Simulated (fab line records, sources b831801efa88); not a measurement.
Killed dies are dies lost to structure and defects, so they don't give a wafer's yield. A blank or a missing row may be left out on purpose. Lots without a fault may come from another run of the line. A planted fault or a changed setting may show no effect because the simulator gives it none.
Which tool did it? | flow sfq_line | 14 lots, 42 wafers sampled, at 3 steps of a route of 325

WHAT THE GAUGES READ, wafer by wafer
The record holds no reading of a measuring or inspecting step that can be judged against a usual standard deviation.

WHICH TOOL RAN EACH LOT (tool, then ch and the chambers of the sampled wafers, then the start)
lot  | SFQ_TRILAYER_I0_CMP_CMP_028   | SFQ_TRILAYER_I0_METRO_MEASURE_029 | SFQ_TRILAYER_I0_VIA_ETCH_VIA_ETCH_034
L667 | cmp-01 ch 0,3, day 12 03:35   | film_metro-01, day 12 07:18       | rie_diel-02 ch 0,1,2, day 13 15:40
L668 | cmp-02 ch 0,2,3, day 12 09:52 | film_metro-01, day 12 12:29       | rie_diel-04 ch 0,1, day 13 16:52
L669 | cmp-01 ch 0,1,3, day 13 05:09 | film_metro-01, day 13 07:46       | rie_diel-04 ch 0,2, day 13 21:40
L671 | cmp-01 ch 0,1,2, day 13 22:39 | film_metro-02, day 14 01:46       | rie_diel-01 ch 0,2, day 14 20:43
L673 | cmp-01 ch 0,2, day 14 11:23   | film_metro-04, day 14 14:00       | rie_diel-01 ch 1,3, day 15 01:31
L674 | cmp-02 ch 1,2,3, day 15 00:53 | film_metro-02, day 15 04:01       | rie_diel-02 ch 0,1,3, day 15 07:50
L675 | cmp-02 ch 1,2,3, day 15 11:29 | film_metro-04, day 15 13:48       | rie_diel-04 ch 0,1,2, day 15 17:07
L678 | cmp-01 ch 1,2,3, day 16 08:42 | film_metro-02, day 16 11:19       | rie_diel-01 ch 0,1,2, day 16 14:51
L679 | cmp-02 ch 0,3, day 16 18:59   | film_metro-01, day 16 22:07       | rie_diel-02 ch 1,3, day 17 01:38
L680 | cmp-02 ch 1,2,3, day 17 03:11 | film_metro-02, day 17 05:43       | rie_diel-02 ch 1,3, day 17 08:50
L681 | cmp-02 ch 0,2,3, day 17 11:58 | film_metro-02, day 17 15:17       | rie_diel-04 ch 0,1, day 17 19:29
L687 | cmp-02 ch 0,3, day 19 14:52   | film_metro-04, day 19 18:23       | rie_diel-01 ch 1,2, day 26 09:19
L688 | cmp-02 ch 1,2, day 20 03:22   | film_metro-01, day 20 06:23       | rie_diel-01 ch 0,3, day 26 20:07
L690 | cmp-01 ch 1,3, day 21 12:15   | film_metro-04, day 21 15:22       | rie_diel-04 ch 2,3, day 28 02:14
- SFQ_TRILAYER_I0_CMP_CMP_028: polishes SiO2.
- SFQ_TRILAYER_I0_METRO_MEASURE_029
- SFQ_TRILAYER_I0_VIA_ETCH_VIA_ETCH_034: etches SiO2 in CHF3, stops on Nb, target depth 260 nm.

WHAT THE TOOLS THEMSELVES READ (means of the sampled wafers that have a number; where no wafer has one, the mark that the record gives instead)
SFQ_TRILAYER_I0_CMP_CMP_028. Usual: motor_current_A 10.3 A, standard deviation 0.69; time_to_endpoint_s 208 s, standard deviation 7.5.
lot  | tool   | motor_current_A (A) | time_to_endpoint_s (s) | flag
L667 | cmp-01 | 9.7                 | 221                    |
L668 | cmp-02 | 10.7                | 211                    |
L669 | cmp-01 | 10.0                | 217                    |
L671 | cmp-01 | 10.6                | 203                    |
L673 | cmp-01 | 10.7                | 204                    |
L674 | cmp-02 | 10.2                | 207                    |
L675 | cmp-02 | 10.3                | 210                    |
L678 | cmp-01 | 10.4                | 210                    |
L679 | cmp-02 | 10.4                | 207                    |
L680 | cmp-02 | 10.2                | 203                    |
L681 | cmp-02 | 10.4                | 203                    |
L687 | cmp-02 | 10.7                | 185                    | OFF
L688 | cmp-02 | 9.5                 | 166                    | OFF
L690 | cmp-01 | 9.7                 | 202                    |

SFQ_TRILAYER_I0_METRO_MEASURE_029. Usual: thk_nm 199.2 nm, standard deviation 1.
lot  | tool          | thk_nm (nm) | flag
L667 | film_metro-01 | 200.0       |
L668 | film_metro-01 | 198.3       |
L669 | film_metro-01 | 198.9       |
L671 | film_metro-02 | 198.5       |
L673 | film_metro-04 | 199.4       |
L674 | film_metro-02 | 199.6       |
L675 | film_metro-04 | 199.3       |
L678 | film_metro-02 | 200.3       |
L679 | film_metro-01 | 199.8       |
L680 | film_metro-02 | 197.9       |
L681 | film_metro-02 | 198.9       |
L687 | film_metro-04 | 232.0       | OFF
L688 | film_metro-01 | 249.5       | OFF
L690 | film_metro-04 | 198.9       |

SFQ_TRILAYER_I0_VIA_ETCH_VIA_ETCH_034. Usual: drypump_motor_current_A 5.7 A, standard deviation 0.35; oes_product_au 0.853 a.u., standard deviation 0.005.
lot  | tool        | drypump_motor_current_A (A) | oes_product_au (a.u.) | flag
L667 | rie_diel-02 | 5.7                         | 0.856                 |
L668 | rie_diel-04 | 5.6                         | 0.857                 |
L669 | rie_diel-04 | 5.7                         | 0.850                 |
L671 | rie_diel-01 | 5.8                         | 0.849                 |
L673 | rie_diel-01 | 5.7                         | 0.854                 |
L674 | rie_diel-02 | 5.8                         | 0.854                 |
L675 | rie_diel-04 | 5.5                         | 0.850                 |
L678 | rie_diel-01 | 5.9                         | 0.850                 |
L679 | rie_diel-02 | 5.9                         | 0.852                 |
L680 | rie_diel-02 | 5.7                         | 0.853                 |
L681 | rie_diel-04 | 5.6                         | 0.849                 |
L687 | rie_diel-01 | 6.0                         | 0.923                 | OFF
L688 | rie_diel-01 | 5.6                         | 0.975                 | OFF
L690 | rie_diel-04 | 5.5                         | 0.852                 |

THE ANSWER, worked out from the rows above alone
Rule: a lot is off if the mean of its wafers that have a number lies more than 3 standard deviations from the usual mean. A lot without any number at a reading at which 4 lots or more have one is off too. The other lots that the step has rows for count as sound. The gauges are gone through in route order, then the tools' own readings, and for those a lot's mean is taken as printed above. The first step at which some lot is off is used, and at that step the reading that is off furthest; a lot without a number counts as furthest.
Off: L687, L688, at SFQ_TRILAYER_I0_CMP_CMP_028 (time_to_endpoint_s).
A tool fits if, at that step or a process step before it, it ran every lot that is off, and no sound lot after the first of them. One fits: cmp-02 at SFQ_TRILAYER_I0_CMP_CMP_028. Its last sound lot is L681 (day 17 11:58), its first lot that is off L687 (day 19 14:52): a fault that began between those two fits.
The tool's own readings at SFQ_TRILAYER_I0_CMP_CMP_028 bear it out: on the lots that are off they differ by more than 5 times the standard deviation of the sound lots' means. time_to_endpoint_s reads 176 s there against 208 s on the sound lots.

WHAT THE SIMULATOR HAD PUT IN
Process parameter drift: cmp-02, from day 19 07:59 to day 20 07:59, at SFQ_TRILAYER_I0_CMP_CMP_028. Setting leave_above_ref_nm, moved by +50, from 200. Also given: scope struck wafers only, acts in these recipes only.
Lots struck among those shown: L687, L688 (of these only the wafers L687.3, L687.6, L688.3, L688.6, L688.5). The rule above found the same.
